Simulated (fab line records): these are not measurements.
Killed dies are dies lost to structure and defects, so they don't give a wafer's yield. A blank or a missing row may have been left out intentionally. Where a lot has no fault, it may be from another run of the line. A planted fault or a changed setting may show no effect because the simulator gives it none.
A single fault, viewed from 2 desks / flow sky130 / what lay behind the numbers comes last; until then each desk has only its own

FROM THE METROLOGY DESK
Means of the sampled wafers that have a number, per lot and without regard to the tool the lot ran on: this is what the gauges read. If a lot's mean is further than 4 standard deviations from the usual mean, the lot is out of limits and carries the mark OUT (the distance appears in the brackets).
Columns: A = VIA3_BOW at SKY_VIA3_BOW_MEAS_03, usual 80 um; B = cd_nm at SKY_VIA3_CD_MEAS_12, usual 199.7 nm; C = VIA3_OVL at SKY_VIA3_OVL_MEAS_13, usual -1 nm
lot=L170; first seen here=day 39 10:19; A=83; B=202.3; C=-2
lot=L174; first seen here=day 40 15:56; A=78; B=199.3; C=4
lot=L175; first seen here=day 40 22:38; A=71; B=199.7; C=-2
lot=L178; first seen here=day 41 18:29; A=78; B=199.4; C=-2
lot=L186; first seen here=day 43 19:44; A=78; B=200.4; C=-3
lot=L188; first seen here=day 44 09:54; A=80; B=198.2; C=-9
lot=L190; first seen here=day 45 02:01; A=77; B=200.2; C=4
This desk's finding: nothing out of limits on any of the 7 lots.

DESK OF THE TOOL OWNER: rie_diel-01
The tool's own readings at SKY_VIA3_ETCH_14 (etches BARC in N2/H2, stops on SiO2, time 45.9 s, target depth 60 nm): means of the sampled wafers that have a number, for each lot that ran on this tool. If a lot's mean is further than 4 standard deviations from the usual mean, the lot is out of limits and carries the mark OUT (the distance appears in the brackets).
Columns: A = chamber_pressure_mTorr at SKY_VIA3_ETCH_14, usual 30.000 mTorr; B = drypump_motor_current_A at SKY_VIA3_ETCH_14, usual 5.6 A; C = oes_product_au at SKY_VIA3_ETCH_14, usual 0.855 a.u.; D = run_length_s at SKY_VIA3_ETCH_14, usual 74.2 s; E = throttle_valve_pct at SKY_VIA3_ETCH_14, usual 13.226 %
lot=L170; first seen here=day 40 11:19; A=30.020; B=6.3; C=0.855; D=73.5; E=13.221
lot=L174; first seen here=day 41 16:16; A=30.010; B=5.5; C=0.913 (+12) OUT; D=70.9 (-7.3) OUT; E=13.237
lot=L175; first seen here=day 41 22:44; A=29.998; B=6.2; C=0.913 (+12) OUT; D=70.5 (-8.2) OUT; E=13.225
lot=L178; first seen here=day 42 17:52; A=30.032; B=6.0; C=0.897 (+8.8) OUT; D=72.1 (-4.7) OUT; E=13.226
lot=L188; first seen here=day 45 07:49; A=30.004; B=5.9; C=0.860; D=74.0; E=13.230
lot=L190; first seen here=day 45 23:10; A=29.995; B=6.0; C=0.857; D=73.9; E=13.225
Finding of this desk: L174, L175, L178 out of limits; the first was L174 at day 41 16:16, on oes_product_au at SKY_VIA3_ETCH_14. L170, L188, L190: within limits.

PUT TOGETHER
An alarm could have come from the tool owner's desk at day 41 16:16, on L174, L175, L178.
The metrology desk saw nothing out of limits.
The metrology desk holds a record of L174, L175, L178, inside its limits.
Of the lots named, all ran SKY_VIA3_ETCH_14 on rie_diel-01.

WHAT THE SIMULATOR HAD INSERTED
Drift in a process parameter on rie_diel-01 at SKY_VIA3_ETCH_14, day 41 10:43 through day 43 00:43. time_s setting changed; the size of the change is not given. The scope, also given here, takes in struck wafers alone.
Shown lots that were struck: L174, L175, L178.
Delay in hours, fault start to first out-of-limits reading, by desk: the tool owner's desk at 6.
